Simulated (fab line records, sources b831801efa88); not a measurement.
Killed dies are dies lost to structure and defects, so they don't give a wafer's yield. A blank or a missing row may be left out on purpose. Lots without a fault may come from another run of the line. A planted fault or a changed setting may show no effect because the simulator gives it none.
A struck lot beside a sound one | flow sky130 | 15 steps out of a route of 708
Sound: wafers L323.1, L323.4, L323.6. Struck: wafers L332.2, L332.5, L332.6. The cause comes at the end.
At each step with rows: each side's tool, then ch and its chambers, then its first start. Under that, the readings that differ: sound wafers | struck wafers | difference of the means | sigmas: that difference in standard deviations of wafers without a fault.
alike: readings whose means differ by less than 2 such deviations, and words and numbers that are the same on both sides. not compared: withheld readings, readings that some wafer has no value for, bounds like >300 that may hide the same value, and numbers for which the record gives no deviation and whose values overlap.
The two part at a step that has a row with sigmas, a row that says differs or no value, or rows on one side only. Numbers that don't overlap but have no deviation are shown without sigmas and don't part them. A reading that every wafer of one side lacks parts them only if that side has two wafers or more.

first, 2 steps without rows for these wafers: SKY_NWELL_IMPLANT_12; SKY_NWELL_IMPLANT_13.
SKY_NWELL_STRIP_14: strips in O2/N2.
  sound on plasma_asher-01 ch 0,1, day 6 14:01; struck on plasma_asher-03 ch 0,1, day 8 20:52
  reading                      | sound             | struck            | difference | sigmas
  strip_time_to_endpoint_s (s) | 37.06 37.14 37.13 | 36.94 36.88 36.86 | -0.22      | -2
  alike: drypump_motor_current_A, oes_product_au
  not compared: rf_hours_counter_h
SKY_NWELL_TW_MEAS_15:
  sound on film_metro-04, day 6 14:07; struck on film_metro-02, day 8 20:58
  alike: NWELL_TW
then, 7 steps without rows for these wafers: SKY_NWELL_DEHYDRATE_16 (time 60 s); SKY_NWELL_HMDS_17 (prime time 60 s); SKY_NWELL_COAT_18 (resist thk 3000 nm); SKY_NWELL_SOFTBAKE_19; SKY_NWELL_EXPOSE_20 (exposes mask NWM COMPLEMENT, target cd 840 nm); SKY_NWELL_PEB_21; SKY_NWELL_DEVELOP_22 (develop time 60 s).
SKY_NWELL_OVL_MEAS_23:
  sound on overlay-01, day 7 09:10; struck on overlay-01, day 9 18:17
  alike: NWELL_01_OVL
SKY_NWELL_IMPLANT_24:
  sound on implanter-01 ch 0, day 7 09:13; struck on implanter-01 ch 0, day 9 18:21
  reading                   | sound                | struck               | difference | sigmas
  beam_energy_keV           | 140.00 140.05 140.01 | 129.12 129.10 129.01 | -10.94     | -99 or more
  model.implant.drp_nm (nm) | 95.47 95.47 95.47    | 92.49 92.49 92.49    | -2.98      |
  alike: end_station_pressure_torr
SKY_NWELL_STRIP_25: strips in O2/N2.
  sound on plasma_asher-04 ch 0,1, day 7 09:22; struck on plasma_asher-01 ch 0,1, day 9 18:28
  alike: drypump_motor_current_A, oes_product_au, strip_time_to_endpoint_s
  not compared: rf_hours_counter_h
-- the record jumps here: 40 days lie between the struck wafers' starts before and after (it left off in module NWELL and takes up again in module PAD_OPEN, whose first step shown is number 708 of the route) --
SKY_PAD_OPEN_PROBE_99:
  sound on prober-01, day 48 01:10; struck on prober-01, day 49 19:31
  reading                               | sound             | struck            | difference | sigmas
  model.etest.res_iso_pwell.rs_ohm_sq   | 3030 2985 2929    | 3547 3463 3570    | +545       |
  model.etest.res_iso_pwell.line_ohm_um | 1146 1107 1095    | 1351 1280 1368    | +217       |
  model.etest.tip_n_5v.rs_ohm_sq        | 1395 1393 1393    | 1430 1429 1436    | +38        |
  model.etest.res_nwell.width_nm (nm)   | 834.8 832.3 838.3 | 852.4 845.7 852.1 | +14.9      |
  model.etest.field_n.vt_v (V)          | 35.99 35.8 35.4   | 34.98 35.17 35.2  | -0.61      |
  alike: killed_at_M0_to_M3, killed_at_M4_up, killed_at_contacts, killed_at_front_end, killed_at_other, killed_dies, killed_open, killed_short
  not compared: model.etest.pfet_16v.r_on_ohm_um, model.etest.res_iso_pwell.width_nm, model.etest.pfet_16v.drive_ua_um

WHERE THEY PART
First at SKY_NWELL_STRIP_14; last, within this record, at SKY_NWELL_IMPLANT_24. Later steps at which nothing parts them and some readings are alike: SKY_NWELL_STRIP_25, SKY_PAD_OPEN_PROBE_99.

WHY: what the simulator had put in
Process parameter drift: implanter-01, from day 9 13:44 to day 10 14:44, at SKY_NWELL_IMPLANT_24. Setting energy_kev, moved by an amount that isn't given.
